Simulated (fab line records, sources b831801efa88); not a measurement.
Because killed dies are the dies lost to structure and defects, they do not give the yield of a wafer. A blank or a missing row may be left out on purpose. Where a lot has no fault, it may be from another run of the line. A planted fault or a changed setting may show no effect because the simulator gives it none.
fab line records ; flow sky130
[record] lots = 11; wafers = 33; last_day = 50
route steps=708 shown POLY_GATE@204
lots that met no fault: taken from a fault-free run of the same line
start_h: start of the lot's first displayed wafer, in hours after the record's first day ; wait_h: hours since the lot's step before ; " repeats the value in the row above ; L1.1+2: a row that stands for several wafers ; - no value, or no start was given ; * or withheld: withheld ; < > ~ a bound
route shown NAME@n: a module of which the file shows steps, and the number in the route of the first ; usual: the fault-free wafers' mean and standard deviation ; same: alike in all rows ; chamber/n: place in a boat ; sites: the reading at each site ; _std_site: the values' standard deviation ; _edge_site: mean of outer sites minus mean of inner sites ; radius_mm: how far each site lies from the wafer's centre ; mask NAME#n: copy n ; behind: the last tool/chamber to shape the wafer ; hold: why the lot was held/for how many hours/how that ended ; device: names the non-switching transistor (n, p or np) ; end of line: the tests these same wafers got at the end of their route ; a step given without rows: its recipe and nothing more ; killed: dies lost to structure and defects at the first sort, not the wafer's yield ; map: dies across one wafer; x = killed, . = not, _ = none there
set.NAME: the setting as run; set.NAME@STEP: as run at that earlier step ; model.NAME: the simulator's own value behind a step, which no gauge read
the route's steps for a sample of lots (tables are steps, rows are wafers)
services: the hour from which a tool's chamber was out of use, counted from the record's first day as start_h (under 0 if before that day), plus the number of hours and why
[[steps]]
[step SKY_POLY_GATE_CVD_00]
[recipe] material = poly-Si; target_thk_nm = 180; temp_c = 620; time_s = 720; pressure_mtorr = 200
lot.wafer;tool;chamber;start_h;wait_h
L297.4+5+6;lpcvd-01;1;301.04;0.0
L298.3+4+5;lpcvd-01;1;308.42;0.0
L299.3+5+6;lpcvd-01;0;320.53;0.0
L305.3+4+6;lpcvd-01;1;375.75;0.0
L306.2+4+6;lpcvd-01;0;412.37;0.0
L309.1+4+5;lpcvd-01;1;419.32;0.0
L311.2+3+5;lpcvd-01;1;431.40;0.0
L312.1+5+6;lpcvd-01;1;441.95;0.0
L318.1+2+4;lpcvd-01;0;495.01;0.0
L319.2+4+6;lpcvd-01;0;496.21;0.8
L320.1+4+6;lpcvd-01;1;499.25;0.0
[step SKY_POLY_GATE_THK_MEAS_01]
[recipe] reads = poly-Si_of_POLY_GATE_CVD_00
[usual] POLY_GATE_CVD_00_THK = 178.8/1.5
lot.wafer;tool;chamber;start_h;wait_h;POLY_GATE_CVD_00_THK[nm]
L297.4;film_metro-01;-;302.27;0.0;179.7
L297.5;film_metro-01;-;302.27;0.0;179.9
L297.6;film_metro-01;-;302.27;0.0;181.4
L298.3;film_metro-01;-;309.64;0.0;179.7
L298.4;film_metro-01;-;309.64;0.0;177.6
L298.5;film_metro-01;-;309.64;0.0;178.1
L299.3;film_metro-01;-;322.37;0.0;176.9
L299.5;film_metro-01;-;322.37;0.0;179.2
L299.6;film_metro-01;-;322.37;0.0;178.6
L305.3;film_metro-02;-;376.97;0.0;176.9
L305.4;film_metro-02;-;376.97;0.0;176.7
L305.6;film_metro-02;-;376.97;0.0;176.0
L306.2;film_metro-03;-;413.58;0.0;139.6
L306.4;film_metro-03;-;413.58;0.0;140.4
L306.6;film_metro-03;-;413.58;0.0;140.9
L309.1;film_metro-02;-;420.52;0.0;178.8
L309.4;film_metro-02;-;420.52;0.0;180.1
L309.5;film_metro-02;-;420.52;0.0;177.9
L311.2;film_metro-02;-;432.61;0.0;178.9
L311.3;film_metro-02;-;432.61;0.0;179.5
L311.5;film_metro-02;-;432.61;0.0;178.2
L312.1;film_metro-01;-;443.15;0.0;180.1
L312.5;film_metro-01;-;443.15;0.0;179.4
L312.6;film_metro-01;-;443.15;0.0;180.5
L318.1;film_metro-03;-;496.21;0.0;178.9
L318.2;film_metro-03;-;496.21;0.0;180.4
L318.4;film_metro-03;-;496.21;0.0;179.4
L319.2;film_metro-02;-;497.42;0.0;179.1
L319.4;film_metro-02;-;497.42;0.0;178.3
L319.6;film_metro-02;-;497.42;0.0;179.8
L320.1;film_metro-03;-;500.51;0.1;180.4
L320.4;film_metro-03;-;500.51;0.1;177.0
L320.6;film_metro-03;-;500.51;0.1;179.4
[step SKY_POLY_GATE_ETCH_17]
[recipe] target_depth_nm = 180; stop_on = SiO2; over_etch_frac = 0.56667; chemistry = HBr/Cl2; target = poly-Si; icp_w = 400; bias_w = 100; pressure_mtorr = 10; HBr_flow_sccm = 150; Cl2_flow_sccm = 50; time_s = 70.5
[usual] bias_w = 100.02/0.29; drypump_motor_current_A = 5.73/0.24; oes_product_au = 0.982/0.0071; throttle_valve_pct = 33.684/0.0086
lot.wafer;tool;chamber;start_h;wait_h;bias_w;drypump_motor_current_A;oes_product_au;rf_hours_counter_h;throttle_valve_pct
L297.4;rie_si-01;1;357.29;0.0;99.94;5.82;0.986;1;33.685
L297.5;rie_si-01;3;357.29;0.0;100.10;5.62;0.976;-;33.683
L297.6;rie_si-01;2;357.29;0.0;100.61;5.65;0.999;-;33.697
L298.3;rie_si-01;0;365.52;0.0;100.49;5.83;0.989;2;33.674
L298.4;rie_si-01;2;365.52;0.0;99.85;5.58;0.985;4;33.672
L298.5;rie_si-01;3;365.52;0.0;100.07;5.62;0.978;-;33.694
L299.3;rie_si-01;0;380.67;0.0;99.85;5.85;0.977;2;33.681
L299.5;rie_si-01;0;380.67;0.0;99.77;5.86;0.984;-;33.685
L299.6;rie_si-01;1;380.67;0.0;100.34;5.81;0.972;-;33.679
L305.3;rie_si-02;2;437.37;0.0;100.00;5.84;0.979;39;33.676
L305.4;rie_si-02;0;437.37;0.0;100.21;5.70;0.987;0;33.692
L305.6;rie_si-02;0;437.37;0.0;100.16;5.71;0.973;-;33.683
L306.2;rie_si-01;1;475.97;0.0;99.78;5.80;0.836;2;33.700
L306.4;rie_si-01;2;475.97;0.0;99.89;5.61;0.840;5;33.690
L306.6;rie_si-01;3;475.97;0.0;99.66;5.60;0.839;-;33.692
L309.1;rie_si-02;0;484.89;0.0;99.95;5.72;0.982;0;33.677
L309.4;rie_si-02;1;484.89;0.0;100.14;5.25;0.988;32;33.689
L309.5;rie_si-02;0;484.89;0.0;99.92;5.71;0.979;-;33.693
L311.2;rie_si-02;2;497.24;0.0;99.44;5.86;0.992;40;33.693
L311.3;rie_si-02;1;497.24;0.0;99.88;5.23;0.987;32;33.693
L311.5;rie_si-02;3;497.24;0.0;100.20;6.09;0.989;-;33.683
L312.1;rie_si-01;2;507.35;0.0;100.04;5.61;0.996;5;33.696
L312.5;rie_si-01;0;507.35;0.0;100.68;5.82;0.981;-;33.691
L312.6;rie_si-01;1;507.35;0.0;100.50;5.78;0.987;-;33.688
L318.1;rie_si-01;3;558.80;0.0;100.03;5.63;0.983;0;33.690
L318.2;rie_si-01;0;558.80;0.0;100.05;5.84;0.985;3;33.682
L318.4;rie_si-01;1;558.80;0.0;99.65;5.78;0.987;-;33.670
L319.2;rie_si-02;2;559.24;0.0;100.55;5.87;0.973;40;33.681
L319.4;rie_si-02;1;559.24;0.0;100.18;5.22;0.973;32;33.681
L319.6;rie_si-02;3;559.24;0.0;99.82;6.10;0.985;-;33.698
L320.1;rie_si-01;1;563.19;0.0;99.90;5.81;0.985;3;33.669
L320.4;rie_si-01;1;563.19;0.0;99.71;5.81;0.979;-;33.684
L320.6;rie_si-01;3;563.19;0.0;99.90;5.59;0.987;-;33.681
[[services]]
tool;chamber;start_h;hours;kind
rie_si-01;-;278.41;2.8;pm
rie_si-02;2;353.97;3.7;repair
rie_si-02;0;388.61;3.6;repair
rie_si-02;0;392.23;-;clean
rie_si-02;0;392.23;26.6;scheduled_down
rie_si-02;0;392.23;26.6;vent_cycle
rie_si-02;-;441.74;0.2;repair
lpcvd-01;-;454.63;6.0;pm
rie_si-01;3;456.05;-;clean
rie_si-01;3;456.05;12.7;scheduled_down
rie_si-01;3;456.05;12.7;vent_cycle
lpcvd-01;-;509.43;1.3;repair
rie_si-02;-;549.05;0.8;repair
rie_si-01;2;557.81;7.7;repair
rie_si-01;3;559.74;1.9;repair
[[key]]
[first_sign] step = SKY_POLY_GATE_THK_MEAS_01; reading = POLY_GATE_CVD_00_THK; direction = down; sigmas = 26; usual = 178.8; struck = 140.3
[effect] step = SKY_POLY_GATE_ETCH_17; reading = oes_product_au; direction = down; sigmas = 20; usual = 0.982; struck = 0.838
met_at SKY_POLY_GATE_CVD_00
struck_lots L306
struck_wafers L306.2,L306.4,L306.6
tester_left_out L306
onset_between 320.53 412.37
[fault] kind = process_parameter_drift; tool = lpcvd-01; chamber = 0; onset_h = 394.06; steps = SKY_POLY_GATE_CVD_00; channel = target_thk_nm; offset = -36.585; shape = step; end_h = 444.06; stated = 180
// tester_left_out: of these lots the tester's yield and bins aren't shown, on N5 and GAA mostly nor the transistor test; their killed dies are dies lost to structure and defects alone, not to doping, threshold or leakage, so they don't give the yield
